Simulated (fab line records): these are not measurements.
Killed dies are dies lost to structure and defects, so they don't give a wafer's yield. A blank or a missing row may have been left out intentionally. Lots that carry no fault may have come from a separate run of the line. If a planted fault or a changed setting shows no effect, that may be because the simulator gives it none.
fab line records	flow sky130
record lots=12	wafers=36	last-day=50
route steps=708 shown METAL4@630 VIA4@640 PAD_OPEN@708
lots with no fault: from the same line, run without faults
start-h: hours from the record's opening day to when the first of the lot's shown wafers began	wait-h: hours elapsed since this lot's preceding step	" identical to the entry in the row above	L1.1+2: a row that stands for several wafers	- no value present, or no start provided	* or withheld: withheld	< > ~ a bound
route shown NAME@n: a module of which the file shows steps, and the number in the route of the first	usual: mean/standard deviation taken from wafers without a fault	same: alike in all rows	chamber/n: place in a boat	sites: readings site by site	_std_site: how widely they spread, as a standard deviation	_edge_site: mean of outer sites minus mean of inner sites	radius-mm: for every site, how far away it sits from the centre of the wafer	mask NAME#n: copy n	behind: the last tool/chamber to shape the wafer	hold: cause of the lot's hold/its duration in hours/its outcome	device: the n, p or np transistor that did not switch	end of line: the same wafers' tests at the end of the route	where a step has no rows: the recipe by itself	killed: count of dies lost to structure and defects at first sort (not the wafer's yield)	map: the dies of a wafer, with x for killed, . for not killed, _ for no die there
set.NAME: setting as actually run; set.NAME@STEP: the setting as run at that earlier step	model.NAME: the simulator's own value behind a step, which no gauge read
one table for each step of the route and one row for each wafer, over a sample of lots
services: a tool's chamber out of use, with start hour (start-h, from the record's first day; less than 0 if before it), hours out, and reason
## steps
# step SKY_METAL4_OVL_MEAS_14
# usual METAL4_OVL=-2/5.1
lot.wafer	tool	chamber	start-h	wait-h	METAL4_OVL[nm]
L448.1	overlay-01	-	986.39	0.1	-5
L448.3	"	-	"	"	-10
L448.6	"	-	"	"	-4
L449.1	overlay-01	-	996.84	0.1	2
L449.4	"	-	"	"	-4
L449.5	"	-	"	"	0
L450.1	overlay-02	-	1002.48	0.1	-7
L450.4	"	-	"	"	-7
L450.6	"	-	"	"	-8
L456.1	overlay-01	-	1039.27	0.1	-14
L456.3	"	-	"	"	-8
L456.6	"	-	"	"	-2
L457.2	overlay-01	-	1050.03	0.1	6
L457.3	"	-	"	"	0
L457.4	"	-	"	"	-5
L458.1	overlay-02	-	1050.64	0.1	-5
L458.5	"	-	"	"	-5
L458.6	"	-	"	"	-8
L463.1	overlay-01	-	1083.12	0.1	-11
L463.2	"	-	"	"	-7
L463.4	"	-	"	"	-6
L465.2	overlay-01	-	1094.89	0.1	-2
L465.5	"	-	"	"	-7
L465.6	"	-	"	"	-4
L467.3	overlay-01	-	1108.49	0.1	-6
L467.4	"	-	"	"	0
L467.5	"	-	"	"	-10
L468.1	overlay-01	-	1112.73	0.1	-7
L468.4	"	-	"	"	1
L468.5	"	-	"	"	2
L469.2	overlay-02	-	1114.85	0.1	-4
L469.3	"	-	"	"	-8
L469.6	"	-	"	"	-5
L471.4	overlay-01	-	1126.96	0.1	5
L471.5	"	-	"	"	2
L471.6	"	-	"	"	6
# step SKY_METAL4_ETCH_16
# recipe chemistry=N2/H2	target=BARC	ion-energy-ev=200	bias-w=100	pressure-mtorr=30	n2-flow-sccm=100	h2-flow-sccm=200	icp-w=500	stop-on=SiO2	time-s=88.2	target-depth-a=600
# usual bias-w=100.0/0.32	drypump-motor-current-A=5.6/0.47	oes-product-au=0.626/0.0044	run-length-s=116.6/0.46	throttle-valve-pct=13.205/0.0087
lot.wafer	tool	chamber	start-h	wait-h	bias-w	drypump-motor-current-A	oes-product-au	rf-hours-counter-h	run-length-s	throttle-valve-pct
L448.1	rie-metal-02	0	986.46	0.0	100.0	5.5	0.625	13	116.9	13.217
L448.3	"	0	"	"	99.7	5.5	0.629	-	116.3	13.202
L448.6	"	0	"	"	100.1	5.5	0.633	-	116.8	13.218
L449.1	rie-metal-01	0	996.91	0.0	100.3	4.7	0.623	17	116.5	13.189
L449.4	"	0	"	"	100.3	4.7	0.633	-	116.4	13.203
L449.5	"	1	"	"	99.5	5.9	0.624	-	116.9	13.203
L450.1	rie-metal-03	0	1002.55	0.0	99.8	5.1	0.615	16	116.0	13.214
L450.4	"	1	"	"	99.8	6.2	0.633	-	116.1	13.201
L450.6	"	1	"	"	100.0	6.2	0.630	-	116.3	13.204
L456.1	rie-metal-03	0	1039.34	0.0	100.1	5.1	0.627	18	115.9	13.210
L456.3	"	1	"	"	99.9	6.2	0.619	-	116.1	13.217
L456.6	"	0	"	"	100.2	5.1	0.621	-	115.9	13.236
L457.2	rie-metal-03	1	1050.09	0.0	-	6.2	0.707	17	104.4	13.210
L457.3	"	1	"	"	-	6.2	0.682	-	105.0	13.204
L457.4	"	0	"	"	-	5.1	0.693	-	104.5	13.223
L458.1	rie-metal-03	1	1050.71	0.0	-	6.2	0.696	17	104.4	13.207
L458.5	"	1	"	"	-	6.2	0.698	-	105.2	13.222
L458.6	"	0	"	"	-	5.1	0.703	-	104.5	13.197
L463.1	rie-metal-02	1	1083.19	0.0	100.3	5.9	0.623	3	117.2	13.205
L463.2	"	0	"	"	100.4	5.5	0.625	20	116.9	13.198
L463.4	"	1	"	"	99.8	5.9	0.624	-	117.2	13.192
L465.2	rie-metal-01	1	1094.95	0.0	99.9	5.9	0.624	25	116.9	13.202
L465.5	"	1	"	"	99.9	5.9	0.629	-	116.7	13.199
L465.6	"	0	"	"	99.6	4.7	0.627	-	116.2	13.201
L467.3	rie-metal-02	1	1108.57	0.0	99.5	5.9	0.633	-	117.6	13.191
L467.4	"	0	"	"	100.6	5.5	0.621	-	116.1	13.213
L467.5	"	0	"	"	100.2	5.5	0.631	-	116.2	13.200
L468.1	rie-metal-01	0	1112.83	0.1	100.0	4.8	0.627	25	116.2	13.206
L468.4	"	0	"	"	100.0	4.8	0.629	-	116.7	13.202
L468.5	"	0	"	"	99.6	4.7	0.626	-	116.5	13.212
L469.2	rie-metal-01	0	1114.97	0.1	99.8	4.8	0.619	-	116.5	13.205
L469.3	"	0	"	"	100.0	4.7	0.635	-	116.1	13.224
L469.6	"	0	"	"	99.8	4.7	0.628	-	116.5	13.201
L471.4	rie-metal-01	1	1127.14	0.1	100.8	5.9	0.627	-	117.0	13.194
L471.5	"	1	"	"	100.7	5.9	0.625	-	116.7	13.206
L471.6	"	1	"	"	100.8	5.9	0.622	-	116.9	13.214
# step SKY_METAL4_STRIP_19
# recipe chemistry=O2/N2	power-w=1400	pressure-mtorr=1500	platen-temp-c=withheld	o2-flow-sccm=3000	n2-flow-sccm=300	overash-fraction=0.5
# usual drypump-motor-current-A=6.1/0.47	oes-product-au=0.505/0.0067	strip-time-to-endpoint-s=6.60/0.13
lot.wafer	tool	chamber	start-h	wait-h	drypump-motor-current-A	oes-product-au	rf-hours-counter-h	strip-time-to-endpoint-s
L448.1	plasma-asher-03	1	986.75	0.1	6.4	0.505	25	6.68
L448.3	"	0	"	"	5.7	0.515	-	6.74
L448.6	"	0	"	"	5.7	0.510	-	6.73
L449.1	plasma-asher-02	0	997.20	0.1	6.0	0.505	80	6.59
L449.4	"	0	"	"	6.0	0.503	-	6.60
L449.5	"	0	"	"	6.0	0.498	-	6.61
L450.1	plasma-asher-01	1	1002.84	0.1	6.3	0.500	56	6.54
L450.4	"	1	"	"	6.3	0.502	-	6.56
L450.6	"	1	"	"	6.4	0.508	-	6.52
L456.1	plasma-asher-01	0	1039.64	0.1	6.7	0.511	59	6.62
L456.3	"	1	"	"	6.4	0.505	-	6.65
L456.6	"	1	"	"	6.4	0.515	-	6.67
L457.2	plasma-asher-02	0	1050.39	0.1	6.0	0.513	85	6.74
L457.3	"	0	"	"	6.0	0.508	-	6.66
L457.4	"	1	"	"	5.4	0.505	-	6.49
L458.1	plasma-asher-02	1	1051.00	0.1	5.4	0.509	85	6.74
L458.5	"	0	"	"	6.0	0.511	-	6.82
L458.6	"	1	"	"	5.4	0.506	-	6.71
L463.1	plasma-asher-01	1	1083.49	0.1	6.4	0.500	64	6.49
L463.2	"	0	"	"	6.7	0.495	64	6.60
L463.4	"	0	"	"	6.7	0.493	-	6.45
L465.2	plasma-asher-02	0	1095.24	0.1	6.0	0.506	89	6.59
L465.5	"	1	"	"	5.4	0.495	-	6.37
L465.6	"	0	"	"	6.0	0.507	-	6.62
L467.3	plasma-asher-02	0	1109.05	0.2	6.0	0.503	-	6.78
L467.4	"	1	"	"	5.4	0.515	-	6.75
L467.5	"	0	"	"	6.0	0.502	-	6.71
L468.1	plasma-asher-01	0	1113.22	0.1	6.7	0.507	66	6.50
L468.4	"	0	"	"	6.7	0.505	-	6.73
L468.5	"	0	"	"	6.7	0.497	-	6.50
L469.2	plasma-asher-02	1	1115.33	0.1	5.4	0.499	91	6.42
L469.3	"	0	"	"	6.0	0.505	-	6.62
L469.6	"	1	"	"	5.4	0.507	-	6.63
L471.4	plasma-asher-01	0	1127.47	0.1	6.7	0.508	-	6.69
L471.5	"	0	"	"	6.7	0.509	-	6.63
L471.6	"	1	"	"	6.4	0.503	-	6.50
# step SKY_VIA4_THK_MEAS_01
# recipe reads=SiO2_of_VIA4_HDPCVD_00
# usual VIA4_HDPCVD_THK=1747/26
lot.wafer	tool	chamber	start-h	wait-h	VIA4_HDPCVD_THK[nm]
L448.1	film-metro-01	-	987.52	0.1	1737
L448.3	"	-	"	"	1775
L448.6	"	-	"	"	1748
L449.1	film-metro-01	-	998.09	0.2	1729
L449.4	"	-	"	"	1771
L449.5	"	-	"	"	1763
L450.1	film-metro-04	-	1003.61	0.1	1710
L450.4	"	-	"	"	1745
L450.6	"	-	"	"	1778
L456.1	film-metro-01	-	1040.44	0.1	1754
L456.3	"	-	"	"	1743
L456.6	"	-	"	"	1699
L457.2	film-metro-04	-	1051.17	0.1	1739
L457.3	"	-	"	"	1744
L457.4	"	-	"	"	1740
L458.1	film-metro-01	-	1051.78	0.1	1726
L458.5	"	-	"	"	1721
L458.6	"	-	"	"	1774
L463.1	film-metro-03	-	1084.26	0.1	1718
L463.2	"	-	"	"	1742
L463.4	"	-	"	"	1712
L465.2	film-metro-03	-	1096.28	0.1	1779
L465.5	"	-	"	"	1792
L465.6	"	-	"	"	1772
L467.3	film-metro-03	-	1109.83	0.1	1725
L467.4	"	-	"	"	1774
L467.5	"	-	"	"	1779
L468.1	film-metro-04	-	1114.03	0.1	1743
L468.4	"	-	"	"	1769
L468.5	"	-	"	"	1704
L469.2	film-metro-04	-	1116.15	0.1	1762
L469.3	"	-	"	"	1737
L469.6	"	-	"	"	1776
L471.4	film-metro-03	-	1128.23	0.0	1751
L471.5	"	-	"	"	1702
L471.6	"	-	"	"	1747
# step SKY_PAD_OPEN_PROBE_99
# usual defect-limited-yield=82.5/2	killed_at_M0_to_M3=44/6.8	killed_at_M4_up=2.9/1.7	killed-at-contacts=24/5.2	killed-at-front-end=15/4	killed-at-other=0.2/0.44	killed-dies=86/9.9	killed-open=47/7.9	killed-short=39/6.3	sort_bin_3_pad_short=0.8/0.38	sort_bin_5_function=10.5/1.5	sort_bin_6_memory=6.2/1.1	sort-n-pass=406/9.9	sort-yield-pct=82.5/2
# same gross-dies=492	killed-at-back-side=0	sort_bin_4_leakage[%]=0	sort_bin_8_speed[%]=0
lot.wafer	tool	chamber	start-h	wait-h	defect-limited-yield[%]	killed_at_M0_to_M3	killed_at_M4_up	killed-at-contacts	killed-at-front-end	killed-at-other	killed-dies	killed-open	killed-short	sort_bin_3_pad_short[%]	sort_bin_5_function[%]	sort_bin_6_memory[%]	sort-n-pass	sort-yield-pct[%]
L448.1	prober-01	-	1082.48	0.1	81.9	48	3	20	18	0	89	52	37	1.4	9.6	7.1	403	81.9
L448.3	prober-01	-	1082.58	0.2	79.3	54	2	23	23	0	102	50	51	1.2	12.0	7.5	390	79.3
L448.6	prober-01	-	1082.73	0.2	83.7	47	3	21	9	0	80	46	34	0.4	7.9	7.9	412	83.7
L449.1	prober-02	-	1092.27	0.1	84.3	36	2	19	19	1	77	39	36	0.2	8.9	6.5	415	84.3
L449.4	prober-02	-	1092.42	0.2	83.7	38	4	20	18	0	80	41	39	0.6	9.3	6.3	412	83.7
L449.5	prober-02	-	1092.47	0.2	83.1	32	3	30	18	0	83	33	45	0.6	10.6	5.7	409	83.1
L450.1	prober-01	-	1097.55	0.1	83.7	32	2	26	20	0	80	43	37	0.6	9.1	6.5	412	83.7
L450.4	prober-01	-	1097.70	0.2	80.5	53	4	26	13	0	96	53	43	1.4	11.4	6.7	396	80.5
L450.6	prober-01	-	1097.80	0.2	83.3	35	6	23	18	0	82	46	36	0.6	9.1	6.9	410	83.3
L456.1	prober-01	-	1127.55	0.1	85.0	39	3	20	12	0	74	39	35	0.4	10.2	4.5	418	85.0
L456.3	prober-01	-	1127.65	0.2	81.7	52	0	24	13	1	90	43	47	0.8	11.8	5.7	402	81.7
L456.6	prober-01	-	1127.80	0.2	83.1	44	6	24	9	0	83	40	43	1.2	8.5	7.1	409	83.1
L457.2	prober-02	-	1138.84	0.1	84.8	41	0	25	9	0	75	54	21	0.8	9.3	5.1	417	84.8
L457.3	prober-02	-	1138.89	0.2	82.7	44	3	25	12	1	85	60	25	0.4	11.2	5.7	407	82.7
L457.4	prober-02	-	1138.94	0.2	78.0	59	2	34	13	0	108	67	41	0.8	12.4	8.7	384	78.0
L458.1	prober-01	-	1140.69	0.1	79.5	46	5	25	25	0	101	55	46	0.8	13.2	6.5	391	79.5
L458.5	prober-01	-	1140.89	0.2	79.9	51	1	25	22	0	99	63	36	0.6	11.8	7.7	393	79.9
L458.6	prober-01	-	1140.94	0.2	78.7	57	2	30	16	0	105	56	49	2.0	11.4	7.9	387	78.7
L463.1	prober-02	-	1167.05	0.1	80.5	66	2	20	7	1	96	55	40	0.2	12.0	7.3	396	80.5
L463.2	prober-02	-	1167.10	0.1	81.5	50	1	27	13	0	91	45	46	1.6	9.8	7.1	401	81.5
L463.4	prober-02	-	1167.20	0.2	83.1	43	6	22	12	0	83	43	38	0.6	10.4	5.9	409	83.1
L465.2	prober-02	-	1175.34	0.1	86.0	33	1	23	12	0	69	34	35	1.2	7.1	5.7	423	86.0
L465.5	prober-02	-	1175.49	0.2	80.7	57	1	20	16	1	95	48	47	0.8	12.4	6.1	397	80.7
L465.6	prober-02	-	1175.54	0.2	86.6	31	6	16	13	0	66	31	35	0.6	7.1	5.7	426	86.6
L467.3	prober-02	-	1186.43	0.2	86.6	37	6	13	10	0	66	27	39	1.2	7.7	4.5	426	86.6
L467.4	prober-02	-	1186.48	0.2	81.9	45	3	25	16	0	89	48	41	0.8	10.2	7.1	403	81.9
L467.5	prober-02	-	1186.53	0.2	83.5	33	4	24	20	0	81	36	45	0.8	11.0	4.7	411	83.5
L468.1	prober-01	-	1190.30	0.1	83.5	44	2	22	13	0	81	50	31	0.8	10.4	5.3	411	83.5
L468.4	prober-01	-	1190.45	0.2	83.1	43	2	22	16	0	83	55	28	0.8	10.8	5.3	409	83.1
L468.5	prober-01	-	1190.50	0.2	85.4	34	3	19	15	1	72	43	29	0.6	9.1	4.9	420	85.4
L469.2	prober-02	-	1192.89	0.1	81.7	46	3	20	21	0	90	51	39	0.4	12.6	5.3	402	81.7
L469.3	prober-02	-	1192.94	0.2	79.9	58	3	24	14	0	99	60	39	0.6	12.2	7.3	393	79.9
L469.6	prober-02	-	1193.09	0.2	81.7	51	6	21	12	0	90	49	41	0.8	12.4	5.1	402	81.7
L471.4	prober-02	-	1202.84	0.2	83.7	36	3	18	23	0	80	42	38	0.2	9.8	6.3	412	83.7
L471.5	prober-02	-	1202.89	0.2	78.3	55	4	30	18	0	107	59	48	1.2	12.2	8.3	385	78.3
L471.6	prober-02	-	1202.94	0.2	76.2	47	5	46	18	1	117	62	55	1.4	12.8	9.6	375	76.2
# killed by level:class
L448.1 VIA3:geometric-particle:open=11 CONTACT:geometric-particle:open=9 VIA1:geometric-particle:short=8 VIA1:geometric-particle:open=8 METAL1:geometric-particle:short=5 FIELD_ISO:geometric-particle:open=4 FIELD_ISO:geometric-particle:short=4 METAL2:geometric-particle:open=4
L448.3 VIA1:geometric-particle:open=11 METAL1:geometric-particle:short=11 METAL2:geometric-particle:short=8 FIELD_ISO:geometric-particle:open=7 LI_CONTACT:geometric-particle:open=6 LOCAL_INTERCONNECT:geometric-particle:short=6 CONTACT:geometric-particle:open=6 VIA2:geometric-particle:open=6
L448.6 VIA1:geometric-particle:open=14 VIA3:geometric-particle:open=10 CONTACT:geometric-particle:open=8 LI_CONTACT:geometric-particle:open=7 METAL2:geometric-particle:short=4 METAL1:geometric-particle:short=4 VIA1:geometric-particle:short=4 LOCAL_INTERCONNECT:geometric-particle:short=3
L449.1 VIA2:geometric-particle:open=7 FIELD_ISO:geometric-particle:short=6 CONTACT:geometric-particle:open=6 VIA1:geometric-particle:open=6 METAL1:geometric-particle:short=5 LI_CONTACT:geometric-particle:open=5 VIA3:geometric-particle:open=5 FIELD_ISO:geometric-particle:open=4
L449.4 VIA1:geometric-particle:open=10 CONTACT:geometric-particle:open=8 FIELD_ISO:geometric-particle:short=7 CONTACT:geometric-particle:short=5 FIELD_ISO:geometric-particle:open=4 METAL1:geometric-particle:short=4 VIA1:geometric-particle:short=4 METAL2:geometric-particle:short=4
L449.5 CONTACT:geometric-particle:open=8 FIELD_ISO:geometric-particle:short=7 LI_CONTACT:geometric-particle:open=7 METAL2:geometric-particle:short=7 FIELD_ISO:geometric-particle:open=6 CONTACT:geometric-particle:short=6 METAL3:geometric-particle:short=6 LOCAL_INTERCONNECT:geometric-particle:short=5
L450.1 CONTACT:geometric-particle:open=10 VIA1:geometric-particle:open=8 LI_CONTACT:geometric-particle:open=7 POLY_GATE:geometric-particle:open=6 FIELD_ISO:geometric-particle:short=5 VIA3:geometric-particle:open=5 VIA2:geometric-particle:short=4 VIA3:geometric-particle:short=4
L450.4 VIA1:geometric-particle:open=11 LI_CONTACT:geometric-particle:open=9 VIA2:geometric-particle:open=9 VIA3:geometric-particle:open=8 CONTACT:geometric-particle:open=7 METAL1:geometric-particle:short=7 VIA1:geometric-particle:short=6 METAL2:geometric-particle:short=6
L450.6 CONTACT:geometric-particle:open=9 VIA1:geometric-particle:open=7 METAL1:geometric-particle:short=6 VIA2:geometric-particle:open=6 FIELD_ISO:geometric-particle:open=5 METAL2:geometric-particle:short=5 FIELD_ISO:geometric-particle:short=4 LI_CONTACT:geometric-particle:open=4
L456.1 CONTACT:geometric-particle:open=10 VIA1:geometric-particle:open=10 CONTACT:geometric-particle:short=5 METAL1:geometric-particle:short=5 VIA2:geometric-particle:open=5 VIA1:geometric-particle:short=4 METAL2:geometric-particle:short=4 POLY_GATE:geometric-particle:short=3
L456.3 VIA1:geometric-particle:open=11 CONTACT:geometric-particle:open=9 METAL2:geometric-particle:short=8 LOCAL_INTERCONNECT:geometric-particle:short=7 VIA1:geometric-particle:short=7 VIA2:geometric-particle:open=7 METAL1:geometric-particle:short=6 VIA3:geometric-particle:open=6
L456.6 VIA1:geometric-particle:open=13 CONTACT:geometric-particle:open=8 CONTACT:geometric-particle:short=7 METAL1:geometric-particle:short=7 VIA3:geometric-particle:open=7 LI_CONTACT:geometric-particle:open=6 METAL4:geometric-particle:short=5 FIELD_ISO:geometric-particle:short=4
L457.2 CONTACT:geometric-particle:open=12 VIA1:geometric-particle:open=10 LI_CONTACT:geometric-particle:open=9 VIA2:geometric-particle:open=7 VIA3:geometric-particle:open=7 METAL1:geometric-particle:short=6 FIELD_ISO:geometric-particle:open=3 LOCAL_INTERCONNECT:geometric-particle:short=3
L457.3 VIA1:geometric-particle:open=17 CONTACT:geometric-particle:open=14 VIA3:geometric-particle:open=6 LI_CONTACT:geometric-particle:open=5 METAL3:geometric-particle:short=5 POLY_GATE:geometric-particle:open=3 SPACER:geometric-particle:short=3 METAL1:geometric-particle:open=3
L457.4 VIA1:geometric-particle:open=14 LI_CONTACT:geometric-particle:open=11 VIA3:geometric-particle:open=10 VIA2:geometric-particle:open=10 CONTACT:geometric-particle:open=8 VIA1:geometric-particle:short=7 METAL2:geometric-particle:short=6 LOCAL_INTERCONNECT:geometric-particle:short=5
L458.1 VIA2:geometric-particle:open=10 VIA3:geometric-particle:open=8 POLY_GATE:geometric-particle:short=7 CONTACT:geometric-particle:short=7 VIA1:geometric-particle:open=7 METAL2:geometric-particle:short=7 FIELD_ISO:geometric-particle:short=6 POLY_GATE:geometric-particle:open=6
L458.5 CONTACT:geometric-particle:open=15 VIA3:geometric-particle:open=12 POLY_GATE:geometric-particle:open=8 VIA1:geometric-particle:open=7 VIA2:geometric-particle:open=7 CONTACT:geometric-particle:short=6 FIELD_ISO:geometric-particle:open=5 POLY_GATE:geometric-particle:short=5
L458.6 CONTACT:geometric-particle:open=10 VIA3:geometric-particle:open=10 VIA1:geometric-particle:open=9 LI_CONTACT:geometric-particle:open=7 METAL2:geometric-particle:short=7 VIA2:geometric-particle:open=7 METAL1:geometric-particle:short=6 LOCAL_INTERCONNECT:geometric-particle:short=6
L463.1 VIA1:geometric-particle:open=16 CONTACT:geometric-particle:open=9 METAL2:geometric-particle:short=8 VIA2:geometric-particle:open=8 METAL1:geometric-particle:short=5 VIA1:geometric-particle:short=5 METAL3:geometric-particle:short=5 VIA3:geometric-particle:open=5
L463.2 VIA3:geometric-particle:open=10 VIA1:geometric-particle:open=9 METAL2:geometric-particle:short=9 CONTACT:geometric-particle:short=8 VIA1:geometric-particle:short=8 LI_CONTACT:geometric-particle:open=7 VIA2:geometric-particle:open=6 CONTACT:geometric-particle:open=6
L463.4 CONTACT:geometric-particle:short=8 VIA1:geometric-particle:open=8 VIA3:geometric-particle:open=6 METAL1:geometric-particle:short=5 LI_CONTACT:geometric-particle:open=5 CONTACT:geometric-particle:open=5 VIA1:geometric-particle:short=5 VIA2:geometric-particle:open=5
L465.2 CONTACT:geometric-particle:open=11 METAL2:geometric-particle:short=8 METAL1:geometric-particle:short=5 VIA3:geometric-particle:open=5 LI_CONTACT:geometric-particle:open=4 CONTACT:geometric-particle:short=4 VIA2:geometric-particle:short=4 VIA2:geometric-particle:open=4
L465.5 VIA1:geometric-particle:open=14 CONTACT:geometric-particle:open=8 VIA2:geometric-particle:open=8 VIA3:geometric-particle:open=7 METAL1:geometric-particle:short=6 VIA1:geometric-particle:short=6 METAL2:geometric-particle:short=6 FIELD_ISO:geometric-particle:short=5
L465.6 LOCAL_INTERCONNECT:geometric-particle:short=7 VIA1:geometric-particle:open=7 POLY_GATE:geometric-particle:short=6 VIA3:geometric-particle:open=5 LI_CONTACT:geometric-particle:open=4 METAL2:geometric-particle:short=4 CONTACT:geometric-particle:open=3 METAL1:geometric-particle:short=3
L467.3 VIA1:geometric-particle:open=10 METAL2:geometric-particle:short=8 CONTACT:geometric-particle:short=5 FIELD_ISO:geometric-particle:open=4 FIELD_ISO:geometric-particle:short=4 METAL3:geometric-particle:short=4 LI_CONTACT:geometric-particle:short=3 LI_CONTACT:geometric-particle:open=3
L467.4 VIA1:geometric-particle:open=11 VIA1:geometric-particle:short=8 LI_CONTACT:geometric-particle:open=7 CONTACT:geometric-particle:short=6 CONTACT:geometric-particle:open=6 VIA2:geometric-particle:open=6 VIA3:geometric-particle:open=6 LOCAL_INTERCONNECT:geometric-particle:short=5
L467.5 VIA1:geometric-particle:short=8 FIELD_ISO:geometric-particle:short=7 CONTACT:geometric-particle:short=7 FIELD_ISO:geometric-particle:open=6 VIA1:geometric-particle:open=6 CONTACT:geometric-particle:open=6 LI_CONTACT:geometric-particle:open=5 VIA3:geometric-particle:open=5
L468.1 VIA1:geometric-particle:open=10 VIA3:geometric-particle:open=9 CONTACT:geometric-particle:open=9 VIA2:geometric-particle:open=8 VIA1:geometric-particle:short=6 FIELD_ISO:geometric-particle:short=5 LI_CONTACT:geometric-particle:open=5 LOCAL_INTERCONNECT:geometric-particle:short=5
L468.4 CONTACT:geometric-particle:open=13 VIA1:geometric-particle:open=11 VIA3:geometric-particle:open=9 FIELD_ISO:geometric-particle:open=8 CONTACT:geometric-particle:short=4 METAL2:geometric-particle:short=4 VIA2:geometric-particle:open=4 METAL1:geometric-particle:short=3
L468.5 VIA2:geometric-particle:open=11 FIELD_ISO:geometric-particle:open=6 CONTACT:geometric-particle:open=6 LI_CONTACT:geometric-particle:open=5 CONTACT:geometric-particle:short=5 VIA1:geometric-particle:open=5 VIA3:geometric-particle:open=5 POLY_GATE:geometric-particle:open=4
L469.2 VIA1:geometric-particle:open=14 CONTACT:geometric-particle:open=8 VIA2:geometric-particle:open=8 VIA1:geometric-particle:short=6 VIA3:geometric-particle:open=6 METAL1:geometric-particle:short=5 POLY_GATE:geometric-particle:short=5 LI_CONTACT:geometric-particle:open=5
L469.3 VIA1:geometric-particle:open=16 CONTACT:geometric-particle:open=9 VIA3:geometric-particle:open=9 LI_CONTACT:geometric-particle:open=8 VIA2:geometric-particle:open=8 METAL2:geometric-particle:short=7 FIELD_ISO:geometric-particle:short=6 VIA3:geometric-particle:short=5
L469.6 VIA1:geometric-particle:open=14 VIA3:geometric-particle:open=10 FIELD_ISO:geometric-particle:short=7 LI_CONTACT:geometric-particle:open=6 CONTACT:geometric-particle:open=6 METAL2:geometric-particle:short=6 VIA2:geometric-particle:open=5 METAL1:geometric-particle:short=5
L471.4 VIA1:geometric-particle:open=11 FIELD_ISO:geometric-particle:short=8 LI_CONTACT:geometric-particle:open=8 POLY_GATE:geometric-particle:open=6 METAL1:geometric-particle:short=6 CONTACT:geometric-particle:open=5 VIA1:geometric-particle:short=5 POLY_GATE:geometric-particle:short=4
L471.5 VIA1:geometric-particle:open=13 CONTACT:geometric-particle:open=12 VIA2:geometric-particle:open=10 CONTACT:geometric-particle:short=6 METAL2:geometric-particle:short=6 VIA3:geometric-particle:short=6 LI_CONTACT:geometric-particle:open=5 VIA3:geometric-particle:open=5
L471.6 CONTACT:geometric-particle:open=18 VIA1:geometric-particle:open=13 LI_CONTACT:geometric-particle:open=12 METAL1:geometric-particle:short=8 POLY_GATE:geometric-particle:short=7 CONTACT:geometric-particle:short=6 VIA2:geometric-particle:open=6 LOCAL_INTERCONNECT:geometric-particle:short=5
## services
tool	chamber	start-h	hours	kind
rie-metal-02	1	1020.30	-	clean
rie-metal-02	1	1020.30	15.2	scheduled-down
rie-metal-02	1	1020.30	15.2	vent-cycle
rie-metal-03	-	1020.39	1.3	repair
plasma-asher-03	-	1022.98	1.3	repair
plasma-asher-02	-	1045.26	0.8	repair
plasma-asher-02	-	1053.79	2.8	pm
rie-metal-01	1	1107.22	-	clean
rie-metal-01	1	1107.22	17.2	scheduled-down
rie-metal-01	1	1107.22	17.2	vent-cycle
plasma-asher-01	-	1107.79	3.3	repair
rie-metal-02	0	1119.93	10.8	repair
rie-metal-01	0	1121.96	13.8	repair
rie-metal-03	-	1122.14	3.6	repair
## key
first-sign step=SKY_METAL4_ETCH_16	reading=run-length-s	direction=down	sigmas=26	usual=*	struck=*
effect step=SKY_METAL4_ETCH_16	reading=oes-product-au	direction=up	sigmas=16	usual=0.626	struck=0.697
met-at SKY_METAL4_ETCH_16
struck-lots L457,L458
not-acting-at SKY_METAL4_OVL_MEAS_14,SKY_METAL4_STRIP_19,SKY_VIA4_THK_MEAS_01
onset-between 1039.34 1050.09
fault kind=process-parameter-drift	tool=rie-metal-03	chamber=-	onset-h=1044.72	steps=SKY_METAL4_ETCH_16	channel=time-s	offset=*	shape=step	end-h=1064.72	acts-in=*	stated=*
